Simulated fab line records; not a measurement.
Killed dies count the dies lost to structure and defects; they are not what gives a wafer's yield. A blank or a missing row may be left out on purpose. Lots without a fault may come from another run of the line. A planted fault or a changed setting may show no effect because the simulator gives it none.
8D (eight disciplines) problem report, filled in by code | flow gf180mcu | the parts of the form that need people (team, actions taken, sign-off) are left out

## 1. PROBLEM STATEMENT
V3_W_RS at GF_V3_RS_MEAS_24 reads a mean of 0.237 ohm/sq on 2 wafers of 1 lot; wafers without a fault read 0.328 ohm/sq with a standard deviation of 0.0041. That puts it -22 standard deviations away from the usual mean.
The step: measures by four-point-probe.
First seen on wafer L846.4, day 26 17:46, on film metro-01. The record has a number at this step for 29 wafers belonging to 10 lots. Rule for "out", or "out of limits": more than 4 standard deviations from the usual mean. All remaining wafers that have a number are taken as sound.

## 2. WHAT THIS IS AND IS NOT
question                    | is                     | is not
which readings at this step | V3_W_RS                | -
which lots                  | L846                   | L834, L837, L840, L841, L842, L851, L854, L855, L856
which wafers of those lots  | all that have a number | -
read on which gauges        | film metro-01          | film metro-02, film metro-04
when                        | from day 26 17:46      | up to then (15 sound wafers); but 12 sound wafers of L851, L854, L855, L856 came after

## 3. SUSPECTS, AND WHAT RULES EACH OUT
Counting: a tool at any process step up to the reading remains a suspect when it ran all the lots that are out and ran no sound lot after the first of those.
- ruled out: the gauge at GF_V3_RS_MEAS_24. All the wafers that are out were read on film metro-01, but those of them that GF_V3_CMP_26 has rows for are out there too, on other tools.
- rie diel-03 at GF_V3_ETCH_16 (etches BARC in N2/H2): ruled out as a lasting fault. Sound lots L854, L855 ran on it after its first lot that is out, L846 (day 26 16:49).
- cvd w-01 at GF_V3_CVD_23 (deposits W, target thk 350 nm, time 104.9 s): kept. It ran the lot that is out, L846 (day 26 17:38), and no sound lot after that; its last sound lot up to then is L837 (day 23 18:14).
The count leaves cvd w-01 at GF_V3_CVD_23.

## 4. THE CAUSE (what the simulator had put in)
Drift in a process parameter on cvd w-01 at GF_V3_CVD_23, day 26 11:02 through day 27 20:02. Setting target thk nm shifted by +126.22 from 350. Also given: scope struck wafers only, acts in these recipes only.
This tool alone remained once counting was done.

## 5. THE CHAIN OF EFFECTS, in route order
Rows list readings where the struck wafers' mean (over those with a number) sits beyond 3 standard deviations from the usual. Only readings whose record carries a usual standard deviation are examined. hours: median over the lots of the time between each lot's start at the first step of this table that gives one and its start at this step. sigmas: the change, counted in usual standard deviations.
hours | step              | reading            | usual        | on struck wafers | change | sigmas
0     | GF_V3_RS_MEAS_24  | V3_W_RS            | 0.328 ohm/sq | 0.237            | -0.091 | -22
1     | GF_V3_THK_MEAS_25 | V3_W_THK           | 351 nm       | 482              | +132   | +31
7     | GF_V3_CMP_26      | time to endpoint s | 85 s         | 110              | +25    | +6.4
Process steps it contains:
- GF_V3_CMP_26: polishes, stops on SiO2, t overpolish 15 s, target thk 0 nm.

## 6. WHAT WOULD HAVE CAUGHT IT SOONER
In this record the first reading out of limits at a measuring or inspecting step was taken at day 26 17:46, 7 hours after the fault began at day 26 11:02.
No tool reading at GF_V3_CVD_23 that has a usual standard deviation in the record was out on any struck wafer, so an alarm limit of 4 standard deviations on those readings would not have fired.
By day 26 17:46 the whole set of lots that are out, 1 in number, had already begun GF_V3_CVD_23 on cvd w-01. A hold on the tool at that time would have spared none of them.
